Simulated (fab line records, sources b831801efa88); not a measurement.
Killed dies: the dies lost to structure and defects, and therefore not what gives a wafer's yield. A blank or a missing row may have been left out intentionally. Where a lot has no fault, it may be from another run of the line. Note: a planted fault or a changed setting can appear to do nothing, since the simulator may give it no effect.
Comparing a struck lot with a sound one :: flow gf180mcu :: 44 out of 602 route steps
Sound: wafers L229.1, L229.4, L229.5. Struck: wafer L235.1. (L235.3, L235.6 of the same lot were not struck and are left out.) The cause comes at the end.
At each step with rows: each side's tool, then ch and its chambers, then its first start. Under that, the readings that differ: sound wafers :: struck wafers :: difference of the means :: sigmas: that difference in standard deviations of wafers without a fault.
alike: a reading whose means differ by less than 2 such deviations, as well as words and numbers matching on both sides. not compared: withheld readings; readings where some wafer has no value; bounds like >300 that might hide an equal value; numbers whose values overlap and for which the record gives no deviation.
Wherever a step has rows on one side only, a row that says differs or no value, or a row with sigmas, the two part there. Numbers that have no deviation but don't overlap get no sigmas and don't part them. Lack of a reading on every wafer of one side parts them only where that side has two or more wafers.

first, 2 steps without rows for these wafers: GF_V1_STRIP_19 (strips in post etch residue remover, time 1200 s); GF_V1_CLEAN_20 (cleans in DIW).
GF_V1_SPUTTER_21: material Ti, target thk 15 nm, time 80.02 s.
  sound on pvdSputter-01 at day 21 15:14; struck on pvdSputter-01 at day 23 17:12
  alike: cathodeDcPowerW, throttleValvePct
then, 2 steps without rows for these wafers: GF_V1_SPUTTER_22 (material TiN, target thk 10 nm, time 40 s); GF_V1_CVD_23 (deposits W, target thk 350 nm, time 105.05 s).
GF_V1_RS_MEAS_24: a four-point-probe measurement.
  sound on filmMetro-02 at day 21 15:26; struck on filmMetro-02 at day 23 17:25
  alike: V1_W_RS
GF_V1_THK_MEAS_25: measures by xrf.
  sound on filmMetro-02 at day 21 15:34; struck on filmMetro-02 at day 23 17:32
  alike: V1_W_THK
then, 1 step without rows for these wafers: GF_V1_CMP_26 (polishes, stops on SiO2, t overpolish 15 s, target thk 0 nm).
GF_M2_SPUTTER_00: material Ti, target thk 37.5 nm, time 150 s.
  sound on pvdSputter-03 at day 21 15:55; struck on pvdSputter-02 at day 23 17:54
reading: throttleValvePct (%)
sound: 29.2 28.9 29.0
struck: 30.4
difference: +1.4
sigmas: +2
  alike: cathodeDcPowerW
GF_M2_SPUTTER_01: material TiN, target thk 30 nm, time 25 s.
  sound on pvdSputter-03 at day 21 16:01; struck on pvdSputter-02 at day 23 18:00
reading: throttleValvePct (%)
sound: 29.2 28.9 28.9
struck: 30.3
difference: +1.3
sigmas: +2
  alike: cathodeDcPowerW
GF_M2_SPUTTER_02: material AlCu, target thk 450 nm, time 23.9 s.
  sound on pvdSputter-03 at day 21 16:03; struck on pvdSputter-02 at day 23 18:02
reading: throttleValvePct (%)
sound: 29.2 29.0 29.0
struck: 30.5
difference: +1.4
sigmas: +2
  alike: cathodeDcPowerW
then, 1 step without rows for these wafers: GF_M2_SPUTTER_03 (material Ti, target thk 10 nm, time 6.7 s).
GF_M2_SPUTTER_04: material TiN, target thk 50 nm, time 41.7 s.
  sound on pvdSputter-03 at day 21 16:06; struck on pvdSputter-02 at day 23 18:05
reading: cathodeDcPowerW (W)
sound: 6499.0 6497.9 6501.3
struck: 6961.9
difference: +462.5
sigmas: +99 or more

reading: throttleValvePct (%)
sound: 29.2 28.6 29.2
struck: 30.3
difference: +1.3
sigmas: +2

reading: model.TiN_of_M2_SPUTTER_04.thkNm (nm)
sound: 49.56 48.89 50.38
struck: 53.85
difference: +4.24
sigmas: 
GF_M2_RS_MEAS_05: a four-point-probe measurement.
  sound on filmMetro-02 at day 21 16:08; struck on filmMetro-02 at day 23 18:07
  alike: M2_ALCU_RS
GF_M2_THK_MEAS_06: measures by xrf.
  sound on filmMetro-02 at day 21 16:16; struck on filmMetro-02 at day 23 18:14
  alike: M2_ALCU_THK
then, 7 steps without rows for these wafers: GF_M2_DEHYDRATE_07 (time 60 s); GF_M2_HMDS_08 (prime time 60 s); GF_M2_COAT_09 (resist thk 1000 nm); GF_M2_SOFTBAKE_10 (time 60 s); GF_M2_EXPOSE_11 (exposes mask Metal2, target cd 280 nm); GF_M2_PEB_12 (peb time 90 s); GF_M2_DEVELOP_13 (develop time 60 s).
GF_M2_CD_MEAS_14: target cd 280 nm.
  sound on cdSem-01 at day 22 15:34; struck on cdSem-01 at day 24 16:16
  alike: cdNm
GF_M2_OVL_MEAS_15:
  sound on overlay-02 at day 22 15:41; struck on overlay-02 at day 24 16:23
  alike: M2_OVL
then, 5 steps without rows for these wafers: GF_M2_METAL_ETCH_16 (etches the open film in Cl2/BCl3, stops on SiO2, target depth 750.8 nm, time 125.1 s); GF_M2_STRIP_17 (strips in O2/N2); GF_M2_STRIP_18 (strips in post etch residue remover, time 1200 s); GF_M2_CLEAN_19 (cleans in DIW); GF_V2_CVD_00 (deposits SiO2, target thk 600 nm, time 100 s).
GF_V2_THK_MEAS_01:
  sound on filmMetro-01 at day 22 16:37; struck on filmMetro-04 at day 24 17:09
  alike: V2_CVD_00_THK
then, 1 step without rows for these wafers: GF_V2_CVD_02 (deposits SiO2 from TEOS, target thk 850 nm, time 94.851 s).
GF_V2_THK_MEAS_03:
  sound on filmMetro-03 at day 22 16:44; struck on filmMetro-03 at day 24 17:17
  alike: V2_CVD_02_THK
GF_V2_CMP_04: polishes SiO2.
  sound on cmp-02 ch 0,1,2, day 22 16:51; struck on cmp-02 ch 0, day 24 17:23
  alike: motorCurrentA, timeToEndpointS
GF_V2_BOW_MEAS_05:
  sound on filmMetro-04 at day 22 17:06; struck on filmMetro-04 at day 24 17:38
  alike: V2_BOW
then, 8 steps without rows for these wafers: GF_V2_DEHYDRATE_06 (time 60 s); GF_V2_HMDS_07 (prime time 60 s); GF_V2_COAT_08; GF_V2_COAT_09 (resist thk 1000 nm); GF_V2_SOFTBAKE_10 (time 60 s); GF_V2_EXPOSE_11 (exposes mask Via2, target cd 260 nm); GF_V2_PEB_12 (peb time 90 s); GF_V2_DEVELOP_13 (develop time 60 s).
GF_V2_STRIP_19: strips in post etch residue remover, time 1200 s.
  sound on wetBench-02 ch 1, day 23 16:39; struck on wetBench-02 ch 3, day 25 15:41
reading: model.TiN_of_M2_SPUTTER_04.thkNm (nm)
sound: 48.73 48.06 49.54
struck: 53.01
difference: +4.23
sigmas: 
  alike: tempC
GF_PASSIVATION_PROBE_99:
  the record has rows for the sound wafers here (prober-01, day 31 17:42) and none for the struck ones

== WHERE THEY PART ==
First at GF_M2_SPUTTER_00; last, within this record, at GF_PASSIVATION_PROBE_99.

WHY: what the simulator had put in
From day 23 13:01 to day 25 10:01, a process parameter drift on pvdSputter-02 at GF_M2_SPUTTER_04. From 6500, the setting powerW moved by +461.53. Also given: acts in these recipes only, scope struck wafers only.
